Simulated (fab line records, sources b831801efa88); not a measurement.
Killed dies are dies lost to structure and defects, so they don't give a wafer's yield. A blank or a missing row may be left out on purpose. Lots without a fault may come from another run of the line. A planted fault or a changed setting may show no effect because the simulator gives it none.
A struck lot beside a sound one | flow sky130 | 15 steps out of a route of 708
Sound: wafers L603.1, L603.2, L603.5. Struck: wafers L602.1, L602.2, L602.3. The cause comes at the end.
At each step with rows: each side's tool, then ch and its chambers, then its first start. Under that, the readings that differ: sound wafers | struck wafers | difference of the means | sigmas: that difference in standard deviations of wafers without a fault.
alike: readings whose means differ by less than 2 such deviations, and words and numbers that are the same on both sides. not compared: withheld readings, readings that some wafer has no value for, bounds like >300 that may hide the same value, and numbers for which the record gives no deviation and whose values overlap.
The two part at a step that has a row with sigmas, a row that says differs or no value, or rows on one side only. Numbers that don't overlap but have no deviation are shown without sigmas and don't part them. A reading that every wafer of one side lacks parts them only if that side has two wafers or more.

first, 2 steps without rows for these wafers: SKY_METAL2_CLEAN_23 (cleans in O3/DIW); SKY_VIA2_HDPCVD_00 (deposits SiO2, target thk 1180 nm, time 196.7 s).
SKY_VIA2_THK_MEAS_01:
  sound on film_metro-03, day 39 13:30; struck on film_metro-02, day 39 12:15
  reading              | sound          | struck         | difference | sigmas
  VIA2_HDPCVD_THK (nm) | 1198 1206 1195 | 1169 1183 1177 | -23        | -2
SKY_VIA2_CMP_02: polishes SiO2.
  sound on cmp-02 ch 0,1,3, day 39 13:37; struck on cmp-02 ch 1,2,3, day 39 12:43
  alike: motor_current_A
SKY_VIA2_BOW_MEAS_03:
  sound on film_metro-02, day 39 13:52; struck on film_metro-02, day 39 12:58
  alike: VIA2_BOW
then, 7 steps without rows for these wafers: SKY_VIA2_DEHYDRATE_04 (time 60 s); SKY_VIA2_HMDS_05 (prime time 60 s); SKY_VIA2_COAT_06 (resist thk 60 nm); SKY_VIA2_COAT_07 (resist thk 458.4 nm); SKY_VIA2_SOFTBAKE_08 (time 90 s); SKY_VIA2_EXPOSE_09 (exposes mask VIM2, target cd 200 nm); SKY_VIA2_PEB_10.
SKY_VIA2_DEVELOP_11: develop time 60 s.
  sound on litho_track-03 ch 0, day 40 13:00; struck on litho_track-04 ch 0, day 40 13:00
  reading              | sound             | struck            | difference | sigmas
  developer_temp_C (C) | 20.82 21.20 21.02 | 21.70 21.85 21.68 | +0.73      | +6
SKY_VIA2_CD_MEAS_12: target cd 200 nm.
  sound on cd_sem-01, day 40 14:06; struck on cd_sem-02, day 40 13:19
  alike: cd_nm
-- the record jumps here: 9 days lie between the struck wafers' starts before and after (it left off in module VIA2 and takes up again in module PAD_OPEN, whose first step shown is number 708 of the route) --
SKY_PAD_OPEN_PROBE_99:
  the record has rows for the struck wafers here (prober-02, day 49 03:40) and none for the sound ones

WHERE THEY PART
First at SKY_VIA2_THK_MEAS_01; last, within this record, at SKY_PAD_OPEN_PROBE_99.

WHY: what the simulator had put in
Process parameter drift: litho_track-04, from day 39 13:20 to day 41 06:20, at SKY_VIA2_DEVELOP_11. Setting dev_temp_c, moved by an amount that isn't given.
